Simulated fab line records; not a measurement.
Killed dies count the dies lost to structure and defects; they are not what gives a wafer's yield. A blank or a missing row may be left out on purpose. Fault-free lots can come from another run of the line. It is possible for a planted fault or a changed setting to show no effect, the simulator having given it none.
Matching of chambers	flow gf180mcu	hdpcvd-02 running GF_STI_CVD_23: 3 sister chambers
The step deposits SiO2, target thk 650 nm, time 108.3 s. 6 wafers are shown with their chamber, then 9 later ones without.

== WAFERS WITH THEIR CHAMBER ==
wafer	chamber	pressure mtorr (mTorr)	susceptor temp C (C)
L634.1	2	5.974	600.27
L634.2	1	6.007	599.80
L634.3	0	5.993	600.19
L635.1	0	6.004	599.87
L635.4	2	6.020	600.32
L635.6	1	5.999	600.19

== WAFERS WITHOUT THEIR CHAMBER ==
wafer	pressure mtorr (mTorr)	susceptor temp C (C)
L636.2	5.985	600.20
L636.5	5.990	599.32
L636.6	6.009	600.01
L637.2	5.991	599.85
L637.3	5.996	600.18
L637.6	5.990	599.99
L639.1	6.002	600.06
L639.4	5.992	600.02
L639.6	5.988	600.19

== WHICH CHAMBER EACH ONE RAN IN ==
wafer	from the rows above	in truth
L636.2	can't be placed: 2 or 0 or 1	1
L636.5	can't be placed: 1 or 0 or 2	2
L636.6	can't be placed: 1 or 0 or 2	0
L637.2	can't be placed: 1 or 0 or 2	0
L637.3	can't be placed: 2 or 0 or 1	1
L637.6	can't be placed: 0 or 1 or 2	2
L639.1	can't be placed: 0 or 1 or 2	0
L639.4	can't be placed: 0 or 1 or 2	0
L639.6	can't be placed: 2 or 0 or 1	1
Placed correctly: 0 of 9. Cannot be placed on the basis of these rows: 9; the candidates contain the true chamber in 9. Wrongly placed: 0.
How it was worked out, from the rows above alone: a wafer's distance from a chamber is the root of the sum, over the readings, of the square of ((its reading less the chamber's mean) divided by the reading's scatter). If the next closest chamber is less than 2 further off than the closest, the wafer can't be placed; otherwise it belongs to the closest. The mean given for a chamber averages the wafers shown for that chamber. The scatter is the square root of a quotient: the sum, over the shown wafers, of each reading's squared deviation from its chamber's mean, divided by wafers minus chambers.
